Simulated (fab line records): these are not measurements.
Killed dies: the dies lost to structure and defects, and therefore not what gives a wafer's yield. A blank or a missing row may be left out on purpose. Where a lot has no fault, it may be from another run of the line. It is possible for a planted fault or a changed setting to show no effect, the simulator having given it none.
Comparing a struck lot with a sound one / flow gf180mcu / 15 out of 602 route steps
Sound: the wafers L262.1, L262.2, L262.3. The struck wafers were L265.2, L265.3, L265.6. At the end, the cause is stated.
Each step with rows lists, per side, the tool, then ch with its chambers, then its first start. Under that, the readings that differ: sound wafers / struck wafers / difference of the means / sigmas: that difference in standard deviations of wafers without a fault.
alike: readings whose means differ by less than 2 such deviations, and words and numbers that are the same on both sides. not compared: withheld readings, readings that some wafer has no value for, bounds like >300 that may hide the same value, and numbers for which the record gives no deviation and whose values overlap.
A row with sigmas, a row that says differs or no value, or rows on one side alone: a step with any of these is where the two part. Non-overlapping numbers with no deviation appear without sigmas and do not part them. A reading that every wafer of one side lacks parts them only if that side has two wafers or more.

GF_V2_BOW_MEAS_05:
  sound: film_metro-01 at day 22 19:32; struck: film_metro-01 at day 23 22:14
  alike: V2_BOW
then, 8 steps without rows for these wafers: GF_V2_DEHYDRATE_06 (time 60 s); GF_V2_HMDS_07 (prime time 60 s); GF_V2_COAT_08; GF_V2_COAT_09 (resist thk 1000 nm); GF_V2_SOFTBAKE_10 (time 60 s); GF_V2_EXPOSE_11 (exposes mask Via2, target cd 260 nm); GF_V2_PEB_12 (peb time 90 s); GF_V2_DEVELOP_13 (develop time 60 s).
GF_V2_CD_MEAS_14: the cd target is 260 nm.
  sound: cd_sem-02 at day 23 18:10; struck: cd_sem-02 at day 24 20:41
  alike: cd_nm
GF_V2_OVL_MEAS_15:
  sound: overlay-02 at day 23 18:17; struck: overlay-01 at day 24 20:48
  alike: V2_OVL
GF_V2_ETCH_16: etches BARC in N2/H2.
  sound on rie_diel-03 ch 0,1,3, day 23 18:20; struck on rie_diel-01 ch 0,2, day 24 20:50
reading=drypump_motor_current_A (A); sound=6.4 6.1 5.7; struck=4.7 6.0 4.7; difference=-0.9; sigmas=-2
  alike: bias_w, chamber_pressure_mTorr, oes_product_au, throttle_valve_pct
GF_V2_ETCH_17: etches SiO2 in C4F8/O2/Ar, stops on TiN, target depth 630 nm.
  sound on rie_diel-03 ch 0,1,3, day 23 18:00; struck on rie_diel-01 ch 0,2, day 24 20:00
  no value came back on the struck wafers for bias_w (W), chamber_pressure_mTorr (mTorr), oes_product_au (a.u.); on the sound wafers bias_w (W) reads 1203 1199 1204
GF_V2_STRIP_18: strips in O2/N2.
  sound on plasma_asher-04 ch 0,1, day 23 18:28; struck on plasma_asher-01 ch 0,1, day 24 20:57
reading=oes_product_au (a.u.); sound=0.596 0.592 0.590; struck=0.669 0.665 0.673; difference=+0.076; sigmas=+16
  alike: chamber_pressure_mTorr, drypump_motor_current_A, heater_power_w, o2_flow_sccm
  not compared: rf_hours_counter_h
then, 1 step without rows for these wafers: GF_V2_STRIP_19 (strips in post etch residue remover, time 1200 s).

WHERE THEY PART
Last at GF_V2_STRIP_18 as far as this record goes, first at GF_V2_ETCH_16.

WHY: what the simulator had put in
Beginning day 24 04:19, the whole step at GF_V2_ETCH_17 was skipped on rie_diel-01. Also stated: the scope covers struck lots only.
